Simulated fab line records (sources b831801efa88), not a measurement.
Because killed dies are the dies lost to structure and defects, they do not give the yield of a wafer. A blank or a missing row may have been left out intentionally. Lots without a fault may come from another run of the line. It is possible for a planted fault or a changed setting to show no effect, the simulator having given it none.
fab line records | flow gf180mcu
record: lots: 14 wafers: 42 last_day: 34
route steps=602 shown M4@458 V4@488
lots untouched by any fault: they come from a run of this same line in which no faults occurred
start_h: start of the lot's first displayed wafer, in hours after the record's first day | wait_h: hours since the lot's step before | " repeats the value in the row above | L1.1+2: a row that stands for several wafers | - no value present, or no start provided | * or withheld: withheld | < > ~ a bound
route shown NAME@n: a module of which the file shows steps, and the number in the route of the first | usual: average and standard deviation across the fault-free wafers | same: alike in all rows | chamber/n: place in a boat | sites: per-site readings | _std_site: the values' standard deviation | _edge_site: the outer-site mean with the inner-site mean subtracted | radius_mm: for every site, how far away it sits from the centre of the wafer | mask NAME#n: copy n | behind: tool/chamber where the wafer was last shaped | hold: cause of the lot's hold/its duration in hours/its outcome | device: names the non-switching transistor (n, p or np) | end of line: at the end of the route, the tests of the same wafers | a step with no rows: only its recipe | killed: the dies lost at the first sort to structure and to defects; this is not the yield of the wafer | map: a wafer's dies, marking killed ones x, the rest . and places with no die _
set.NAME: setting as actually run; set.NAME@STEP: the setting as run at that earlier step | model.NAME: the simulator's own value behind a step, which no gauge read
route steps across a sampled set of lots; one table per step, one row per wafer
services: when a tool's chamber went out of use (start_h, in hours from the record's first day, below 0 if earlier), for how many hours, and the reason
== steps ==
step: GF_M4_SPUTTER_02
recipe: material: AlCu target_thk_nm: 450 power_w: 10600 time_s: 23.9 chamber_pressure_pa: 0.4
usual: throttle_valve_pct: 30.5/0.77
columns lot.wafer tool chamber start_h wait_h throttle_valve_pct
L715.4 pvd_sputter-03 - 517.19 0.0 30.9
L715.5 " - " " 31.5
L715.6 " - " " 29.7
L717.1 pvd_sputter-02 - 527.93 0.0 30.7
L717.3 " - " " 31.1
L717.4 " - " " 30.7
L720.1 pvd_sputter-02 - 554.64 0.0 30.5
L720.3 " - " " 30.5
L720.4 " - " " 30.4
L721.3 pvd_sputter-03 - 565.80 0.0 31.1
L721.5 " - " " 30.8
L721.6 " - " " 31.1
L723.2 pvd_sputter-03 - 589.95 0.0 31.6
L723.4 " - " " 31.0
L723.5 " - " " 30.0
L724.1 pvd_sputter-02 - 595.45 0.0 30.7
L724.2 " - " " 30.6
L724.6 " - " " 30.7
L716.1 pvd_sputter-01 - 600.83 0.0 30.1
L716.2 " - " " 31.7
L716.6 " - " " 31.6
L726.1 pvd_sputter-02 - 616.26 0.0 30.6
L726.3 " - " " 31.0
L726.6 " - " " 31.0
L730.1 pvd_sputter-02 - 654.93 0.0 30.7
L730.3 " - " " 30.5
L730.4 " - " " 30.7
L733.1 pvd_sputter-02 - 660.17 0.0 30.7
L733.2 " - " " 30.9
L733.3 " - " " 30.6
L735.1 pvd_sputter-01 - 672.50 0.0 29.9
L735.4 " - " " 31.4
L735.5 " - " " 30.1
L736.1 pvd_sputter-02 - 673.79 0.0 31.0
L736.3 " - " " 30.5
L736.4 " - " " 30.7
L737.2 pvd_sputter-03 - 684.56 0.0 30.9
L737.4 " - " " 30.6
L737.5 " - " " 31.4
L738.1 pvd_sputter-03 - 695.45 0.0 31.0
L738.2 " - " " 31.1
L738.6 " - " " 31.4
step: GF_M4_SPUTTER_03
recipe: material: Ti target_thk_nm: 10 substrate_temp_c: 300 chamber_pressure_pa: 0.3 power_w: 3000 time_s: 6.7
usual: throttle_valve_pct: 30.6/0.78
columns lot.wafer tool chamber start_h wait_h throttle_valve_pct
L715.4 pvd_sputter-03 - 517.22 0.0 30.8
L715.5 " - " " 31.6
L715.6 " - " " 29.9
L717.1 pvd_sputter-02 - 527.96 0.0 30.8
L717.3 " - " " 30.8
L717.4 " - " " 30.7
L720.1 pvd_sputter-02 - 554.67 0.0 30.7
L720.3 " - " " 30.3
L720.4 " - " " 30.7
L721.3 pvd_sputter-03 - 565.83 0.0 31.1
L721.5 " - " " 30.8
L721.6 " - " " 30.8
L723.2 pvd_sputter-03 - 589.98 0.0 31.5
L723.4 " - " " 31.0
L723.5 " - " " 29.9
L724.1 pvd_sputter-02 - 595.48 0.0 30.4
L724.2 " - " " 30.3
L724.6 " - " " 30.5
L716.1 pvd_sputter-01 - 600.86 0.0 30.1
L716.2 " - " " 31.7
L716.6 " - " " 31.5
L726.1 pvd_sputter-02 - 616.29 0.0 30.8
L726.3 " - " " 30.9
L726.6 " - " " 30.8
L730.1 pvd_sputter-02 - 654.96 0.0 31.2
L730.3 " - " " 30.6
L730.4 " - " " 30.7
L733.1 pvd_sputter-02 - 660.20 0.0 31.0
L733.2 " - " " 30.6
L733.3 " - " " 30.4
L735.1 pvd_sputter-01 - 672.53 0.0 30.3
L735.4 " - " " 31.6
L735.5 " - " " 30.0
L736.1 pvd_sputter-02 - 673.82 0.0 30.5
L736.3 " - " " 30.5
L736.4 " - " " 31.0
L737.2 pvd_sputter-03 - 684.59 0.0 31.3
L737.4 " - " " 30.7
L737.5 " - " " 31.4
L738.1 pvd_sputter-03 - 695.48 0.0 30.8
L738.2 " - " " 31.1
L738.6 " - " " 31.1
step: GF_V4_PEB_12
recipe: peb_temp_c: 135 peb_time_s: 90 resist: KrF
usual: chill_plate_temp_C: 23.01/0.1 exhaust_pa: 45.1/0.82
columns lot.wafer tool chamber start_h wait_h chill_plate_temp_C exhaust_pa
L715.4 litho_track-01 0 562.95 - 23.04 47.2
L715.5 " 0 " " 22.94 44.4
L715.6 " 0 " " 22.95 45.1
L717.1 litho_track-01 0 573.60 - 23.03 45.6
L717.3 " 0 " " 23.10 45.7
L717.4 " 0 " " 23.13 45.5
L720.1 litho_track-04 0 597.70 - 23.17 45.7
L720.3 " 0 " " 23.07 45.2
L720.4 " 0 " " 23.15 45.0
L721.3 litho_track-03 0 608.62 - 23.11 45.5
L721.5 " 0 " " 23.16 45.9
L721.6 " 0 " " 23.03 44.7
L723.2 litho_track-03 0 632.63 - 23.03 44.3
L723.4 " 0 " " 23.00 45.2
L723.5 " 0 " " 23.15 44.8
L724.1 litho_track-01 0 637.60 - 23.07 44.5
L724.2 " 0 " " 23.08 44.4
L724.6 " 0 " " 22.94 43.9
L716.1 litho_track-03 0 642.65 - 22.89 45.6
L716.2 " 0 " " 22.92 45.4
L716.6 " 0 " " 22.93 45.4
L726.1 litho_track-03 0 656.90 - 23.07 44.4
L726.3 " 0 " " 23.13 46.4
L726.6 " 0 " " 23.07 45.7
L730.1 litho_track-04 - 694.20 - - -
L730.3 " - " " - -
L730.4 " - " " - -
L733.1 litho_track-03 - 699.70 - - -
L733.2 " - " " - -
L733.3 " - " " - -
L735.1 litho_track-03 0 710.40 - 22.95 44.6
L735.4 " 0 " " 22.89 44.2
L735.5 " 0 " " 22.80 43.9
L736.1 litho_track-01 0 711.40 - 22.92 45.1
L736.3 " 0 " " 23.00 45.0
L736.4 " 0 " " 23.01 44.7
L737.2 litho_track-03 0 722.03 - 23.04 45.7
L737.4 " 0 " " 23.02 44.5
L737.5 " 0 " " 23.04 46.0
L738.1 litho_track-04 0 732.30 - 23.13 44.5
L738.2 " 0 " " 22.93 44.7
L738.6 " 0 " " 23.08 45.3
== services ==
columns tool chamber start_h hours kind
pvd_sputter-02 - 539.27 1.1 repair
pvd_sputter-01 - 563.22 1.0 repair
pvd_sputter-03 - 590.47 10.7 repair
pvd_sputter-03 - 617.98 56.6 repair
pvd_sputter-02 - 646.42 1.2 repair
litho_track-01 - 671.21 - consumable_replace:filter
pvd_sputter-01 - 673.84 2.4 repair
pvd_sputter-02 - 682.05 7.9 repair
pvd_sputter-03 - 686.16 4.2 repair
== key ==
first_sign: step: GF_V4_PEB_12 reading: tool_record direction: missing
effect none on later readings
met_at GF_V4_PEB_12
struck_lots L730,L733
later_rows_left_out L730.1,L730.3,L730.4,L733.1,L733.2,L733.3
sort_left_out L730.1,L730.3,L730.4,L733.1,L733.2,L733.3
not_acting_at GF_M4_SPUTTER_02,GF_M4_SPUTTER_03
onset_between 656.90 694.20
fault: kind: skipped_step_whole tool: litho_track-03,litho_track-04 chamber: - onset_h: 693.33 steps: GF_V4_PEB_12 scope: struck_lots_only
sort_left_out: the simulated sort isn't trusted on such a fault, so these wafers' sort isn't shown, and their yield isn't known
later_rows_left_out: the simulator's readings of these wafers behind a module that went badly wrong aren't trusted and aren't shown, but for the sort
